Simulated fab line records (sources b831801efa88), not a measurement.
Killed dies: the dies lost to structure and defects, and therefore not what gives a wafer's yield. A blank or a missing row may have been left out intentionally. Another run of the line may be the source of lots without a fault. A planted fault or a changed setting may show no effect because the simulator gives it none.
What tool caused it? / flow sky130 / 10 lots with 29 wafers sampled at 5 steps, on a route of 708 steps

== WHAT THE GAUGES READ, wafer by wafer ==
SKY_CONTACT_RS_MEAS_25: the measuring method here is four-point-probe.
lot=L913; measured=day 32 00:58; on=film_metro-02; CONTACT_W_RS (ohm/sq)=0.336 0.335 0.335
lot=L917; measured=day 32 15:45; on=film_metro-03; CONTACT_W_RS (ohm/sq)=0.336 0.332 0.346
lot=L918; measured=day 33 09:43; on=film_metro-02; CONTACT_W_RS (ohm/sq)=0.342 0.433 0.447 0.342 0.434 0.448
lot=L919; measured=day 33 14:08; on=film_metro-01; CONTACT_W_RS (ohm/sq)=0.440 0.449 0.439 0.448
lot=L920; measured=day 34 01:44; on=film_metro-03; CONTACT_W_RS (ohm/sq)=0.336 0.334 0.333
lot=L928; measured=day 36 15:49; on=film_metro-01; CONTACT_W_RS (ohm/sq)=0.337 0.335 0.329
lot=L929; measured=day 36 23:35; on=film_metro-02; CONTACT_W_RS (ohm/sq)=0.339 0.334 0.342
lot=L930; measured=day 37 03:41; on=film_metro-01; CONTACT_W_RS (ohm/sq)=0.338 0.334 0.340
lot=L935; measured=day 38 11:28; on=film_metro-01; CONTACT_W_RS (ohm/sq)=0.333 0.334 0.334
lot=L936; measured=day 38 18:04; on=film_metro-03; CONTACT_W_RS (ohm/sq)=0.336 0.341 0.341

SKY_CONTACT_THK_MEAS_26: measures by xrf.
lot=L913; measured=day 32 01:05; on=film_metro-02; CONTACT_W_THK (nm)=336 341 343
lot=L917; measured=day 32 15:52; on=film_metro-03; CONTACT_W_THK (nm)=348 351 340
lot=L918; measured=day 33 12:32; on=film_metro-02; CONTACT_W_THK (nm)=334 265 256 335 266 256
lot=L919; measured=day 33 18:29; on=film_metro-01; CONTACT_W_THK (nm)=267 262 268 261
lot=L920; measured=day 34 01:51; on=film_metro-03; CONTACT_W_THK (nm)=348 351 353
lot=L928; measured=day 36 15:56; on=film_metro-01; CONTACT_W_THK (nm)=347 346 350
lot=L929; measured=day 36 23:43; on=film_metro-02; CONTACT_W_THK (nm)=337 343 332
lot=L930; measured=day 37 03:47; on=film_metro-01; CONTACT_W_THK (nm)=345 350 340
lot=L935; measured=day 38 11:35; on=film_metro-01; CONTACT_W_THK (nm)=351 354 352
lot=L936; measured=day 38 18:10; on=film_metro-03; CONTACT_W_THK (nm)=347 341 340

== WHICH TOOL RAN EACH LOT (tool, then ch and the chambers of the sampled wafers, then the start) ==
lot=L913; SKY_LI_CONTACT_ETCH_15=rie_diel-04 ch 0,2,3, day 29 13:47; SKY_CONTACT_STRIP_19=plasma_asher-03 ch 0,1, day 32 00:12; SKY_CONTACT_CVD_24=cvd_w-01 ch 0,1, day 32 00:52
lot=L917; SKY_LI_CONTACT_ETCH_15=rie_diel-04 ch 2,3, day 30 05:41; SKY_CONTACT_STRIP_19=plasma_asher-01 ch 0,1, day 32 14:58; SKY_CONTACT_CVD_24=cvd_w-02 ch 0,1, day 32 15:37
lot=L918; SKY_LI_CONTACT_ETCH_15=rie_diel-02 ch 0,1, day 31 00:14; SKY_CONTACT_STRIP_19=plasma_asher-01 ch 0,1, day 33 08:57; SKY_CONTACT_CVD_24=cvd_w-02 ch 0,1, day 33 09:37
lot=L919; SKY_LI_CONTACT_ETCH_15=rie_diel-03 ch 2, day 31 04:21; SKY_CONTACT_STRIP_19=plasma_asher-01 ch 0, day 33 13:19; SKY_CONTACT_CVD_24=cvd_w-02 ch 0,1, day 33 14:01
lot=L920; SKY_LI_CONTACT_ETCH_15=rie_diel-03 ch 0,1,3, day 31 16:24; SKY_CONTACT_STRIP_19=plasma_asher-01 ch 0,1, day 34 00:57; SKY_CONTACT_CVD_24=cvd_w-01 ch 0,1, day 34 01:37
lot=L928; SKY_LI_CONTACT_ETCH_15=rie_diel-04 ch 1,3, day 34 07:50; SKY_CONTACT_STRIP_19=plasma_asher-03 ch 0,1, day 36 15:02; SKY_CONTACT_CVD_24=cvd_w-02 ch 0,1, day 36 15:41
lot=L929; SKY_LI_CONTACT_ETCH_15=rie_diel-02 ch 2,3, day 34 15:19; SKY_CONTACT_STRIP_19=plasma_asher-01 ch 0,1, day 36 22:44; SKY_CONTACT_CVD_24=cvd_w-02 ch 0,1, day 36 23:29
lot=L930; SKY_LI_CONTACT_ETCH_15=rie_diel-02 ch 0,3, day 34 19:11; SKY_CONTACT_STRIP_19=plasma_asher-04 ch 0,1, day 37 02:51; SKY_CONTACT_CVD_24=cvd_w-02 ch 0,1, day 37 03:33
lot=L935; SKY_LI_CONTACT_ETCH_15=rie_diel-04 ch 0,2,3, day 36 02:52; SKY_CONTACT_STRIP_19=plasma_asher-03 ch 0,1, day 38 10:41; SKY_CONTACT_CVD_24=cvd_w-01 ch 0,1, day 38 11:21
lot=L936; SKY_LI_CONTACT_ETCH_15=rie_diel-03 ch 0,3, day 36 10:04; SKY_CONTACT_STRIP_19=plasma_asher-03 ch 0,1, day 38 17:14; SKY_CONTACT_CVD_24=cvd_w-02 ch 0,1, day 38 17:56
- SKY_LI_CONTACT_ETCH_15: etches PSG in C4F8/O2/Ar, stops on Si, target depth 600 nm.
- SKY_CONTACT_STRIP_19: strips in O2/N2.
- SKY_CONTACT_CVD_24: deposits W, target thk 340 nm, time 102.12 s.

== AS READ BY THE TOOLS THEMSELVES (means over the sampled wafers that have a number; for cases with no such wafer, the mark the record gives instead) ==
SKY_LI_CONTACT_ETCH_15.
lot=L913; tool=rie_diel-04; oes_product_au (a.u.)=0.834
lot=L917; tool=rie_diel-04; oes_product_au (a.u.)=0.836
lot=L918; tool=rie_diel-02; oes_product_au (a.u.)=0.832
lot=L919; tool=rie_diel-03; oes_product_au (a.u.)=0.835
lot=L920; tool=rie_diel-03; oes_product_au (a.u.)=0.835
lot=L928; tool=rie_diel-04; oes_product_au (a.u.)=0.835
lot=L929; tool=rie_diel-02; oes_product_au (a.u.)=0.838
lot=L930; tool=rie_diel-02; oes_product_au (a.u.)=0.842
lot=L935; tool=rie_diel-04; oes_product_au (a.u.)=0.835
lot=L936; tool=rie_diel-03; oes_product_au (a.u.)=0.837

SKY_CONTACT_STRIP_19.
lot=L913; tool=plasma_asher-03; drypump_motor_current_A (A)=5.25; oes_product_au (a.u.)=0.387; strip_time_to_endpoint_s (s)=3.68
lot=L917; tool=plasma_asher-01; drypump_motor_current_A (A)=5.67; oes_product_au (a.u.)=0.381; strip_time_to_endpoint_s (s)=3.62
lot=L918; tool=plasma_asher-01; drypump_motor_current_A (A)=5.68; oes_product_au (a.u.)=0.378; strip_time_to_endpoint_s (s)=3.66
lot=L919; tool=plasma_asher-01; drypump_motor_current_A (A)=5.34; oes_product_au (a.u.)=0.385; strip_time_to_endpoint_s (s)=3.62
lot=L920; tool=plasma_asher-01; drypump_motor_current_A (A)=5.66; oes_product_au (a.u.)=0.384; strip_time_to_endpoint_s (s)=3.62
lot=L928; tool=plasma_asher-03; drypump_motor_current_A (A)=5.27; oes_product_au (a.u.)=0.381; strip_time_to_endpoint_s (s)=3.70
lot=L929; tool=plasma_asher-01; drypump_motor_current_A (A)=5.66; oes_product_au (a.u.)=0.378; strip_time_to_endpoint_s (s)=3.64
lot=L930; tool=plasma_asher-04; drypump_motor_current_A (A)=5.81; oes_product_au (a.u.)=0.384; strip_time_to_endpoint_s (s)=3.63
lot=L935; tool=plasma_asher-03; drypump_motor_current_A (A)=5.32; oes_product_au (a.u.)=0.383; strip_time_to_endpoint_s (s)=3.67
lot=L936; tool=plasma_asher-03; drypump_motor_current_A (A)=5.33; oes_product_au (a.u.)=0.383; strip_time_to_endpoint_s (s)=3.67

SKY_CONTACT_CVD_24.
lot=L913; tool=cvd_w-01; heater_power_w (W)=999
lot=L917; tool=cvd_w-02; heater_power_w (W)=791
lot=L918; tool=cvd_w-02; heater_power_w (W)=785
lot=L919; tool=cvd_w-02; heater_power_w (W)=795
lot=L920; tool=cvd_w-01; heater_power_w (W)=1045
lot=L928; tool=cvd_w-02; heater_power_w (W)=779
lot=L929; tool=cvd_w-02; heater_power_w (W)=796
lot=L930; tool=cvd_w-02; heater_power_w (W)=784
lot=L935; tool=cvd_w-01; heater_power_w (W)=1056
lot=L936; tool=cvd_w-02; heater_power_w (W)=787

== THE ANSWER, worked out from the rows above alone ==
Rule: what is usual is taken from the lots themselves. The widest of any qualifying gaps counts: lots, ordered by their means at a reading, are off when they make up no more than a third of the lots, leave a main group of 4 or more, and stand apart from it by 3 or more times the standard deviation of that group's means. A main group is skipped when, at the precision printed for the reading in the tables above, its means are all equal. Also off: a lot with no number at a reading for which 4 or more lots have one. Any other lot the step has rows for is counted as sound. Order of review: gauges by route order, followed by the tools' own readings, for which a lot's mean as printed above is used. At the first step where some lot is off, the reading lying furthest off is the one used; lots without a number count as furthest.
Off: at SKY_CONTACT_RS_MEAS_25 (CONTACT_W_RS), L918, L919. The main group: mean 0.336 ohm/sq, standard deviation 0.0021.
If a tool, at a process step before that reading, ran all the lots that are off and no sound lot after the first of them, it fits. Gauges at SKY_CONTACT_RS_MEAS_25: tried the same way as those tools. Of those tried, none fits.

== WHAT WAS PUT IN BY THE SIMULATOR ==
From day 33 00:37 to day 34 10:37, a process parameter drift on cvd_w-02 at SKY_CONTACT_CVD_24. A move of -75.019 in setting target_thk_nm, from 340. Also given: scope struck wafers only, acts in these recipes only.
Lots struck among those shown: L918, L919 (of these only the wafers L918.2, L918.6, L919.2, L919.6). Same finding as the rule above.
